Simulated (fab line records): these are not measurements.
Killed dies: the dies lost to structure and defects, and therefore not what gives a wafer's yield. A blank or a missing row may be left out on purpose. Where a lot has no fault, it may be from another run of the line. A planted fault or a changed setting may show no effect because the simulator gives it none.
A struck lot beside a sound one    flow sky130    15 out of 708 route steps
Sound: these wafers, L525.2, L525.3, L525.5. Struck: wafer L516.1 (L516.4, L516.5, from the same lot, were not struck and are left out); the cause is given at the end.
For every step that has rows: the tool of each side, followed by ch and its chambers, followed by its first start. Under that, the readings that differ: sound wafers    struck wafers    difference of the means    sigmas: that difference in standard deviations of wafers without a fault.
alike: same words and numbers on both sides, and readings whose means sit less than 2 such deviations apart. not compared: any withheld reading, any reading some wafer has no value for, any bound like >300 that may hide the same value, and any number with overlapping values for which the record gives no deviation.
The two part at a step that has a row with sigmas, a row that says differs or no value, or rows on one side only. Numbers that have no deviation but don't overlap get no sigmas and don't part them. Lack of a reading on every wafer of one side parts them only where that side has two or more wafers.

SKY_VIA2_CMP_02: polishes SiO2.
  sound on cmp-01 ch 2,3, day 41 18:46; struck on cmp-02 ch 1, day 39 09:40
  alike: motorCurrentA
SKY_VIA2_BOW_MEAS_03:
  sound: filmMetro-04 at day 41 19:05; struck: filmMetro-01 at day 39 09:58
  alike: VIA2_BOW
then, 8 steps without rows for these wafers: SKY_VIA2_DEHYDRATE_04 (time 60 s); SKY_VIA2_HMDS_05 (prime time 60 s); SKY_VIA2_COAT_06 (resist thk 60 nm); SKY_VIA2_COAT_07 (resist thk 450 nm); SKY_VIA2_SOFTBAKE_08 (time 90 s); SKY_VIA2_EXPOSE_09 (exposes mask VIM2, target cd 200 nm); SKY_VIA2_PEB_10; SKY_VIA2_DEVELOP_11 (develop time 60 s).
SKY_VIA2_CD_MEAS_12: the cd target is 200 nm.
  sound: cdSem-01 at day 42 17:55; struck: cdSem-02 at day 40 10:12
  alike: cdNm
SKY_VIA2_OVL_MEAS_13:
  sound: overlay-02 at day 42 18:01; struck: overlay-02 at day 40 10:19
  alike: VIA2_OVL
SKY_VIA2_ETCH_14: etches BARC in N2/H2, stops on SiO2, time 45.9 s, target depth 60 nm.
  sound on rieDiel-01 ch 0,1,2, day 42 18:03; struck on rieDiel-02 ch 0, day 40 10:21
reading               sound                 struck  difference  sigmas
biasW (W)             99.79 99.60 100.48    88.64   -11.32      -39
throttleValvePct (%)  13.210 13.217 13.210  13.245  +0.033      +3
  alike: chamberPressureMTorr, drypumpMotorCurrentA, oesProductAu
  not compared: rfHoursCounterH
SKY_VIA2_ETCH_15: etches SiO2 in C4F8/O2/Ar, stops on TiN, target depth 546 nm, time 84 s.
  sound on rieDiel-01 ch 0,1,2, day 42 18:05; struck on rieDiel-02 ch 0, day 40 10:23
  alike: biasW, chamberPressureMTorr, oesProductAu
  not compared: rfHoursCounterH
-- the record jumps here: 9 days lie between the struck wafers' starts before and after (it left off in module VIA2 and takes up again in module PAD_OPEN, whose first step shown is number 708 of the route) --
SKY_PAD_OPEN_PROBE_99:
  the record has rows for the struck wafers here (prober-01, day 49 00:31) and none for the sound ones

== WHERE THEY PART ==
Last at SKY_PAD_OPEN_PROBE_99 as far as this record goes, first at SKY_VIA2_ETCH_14.

WHY: what the simulator had put in
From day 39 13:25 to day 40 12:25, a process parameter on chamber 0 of rieDiel-02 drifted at SKY_VIA2_ETCH_14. Setting biasW shifted by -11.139 from 100. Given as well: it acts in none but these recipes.
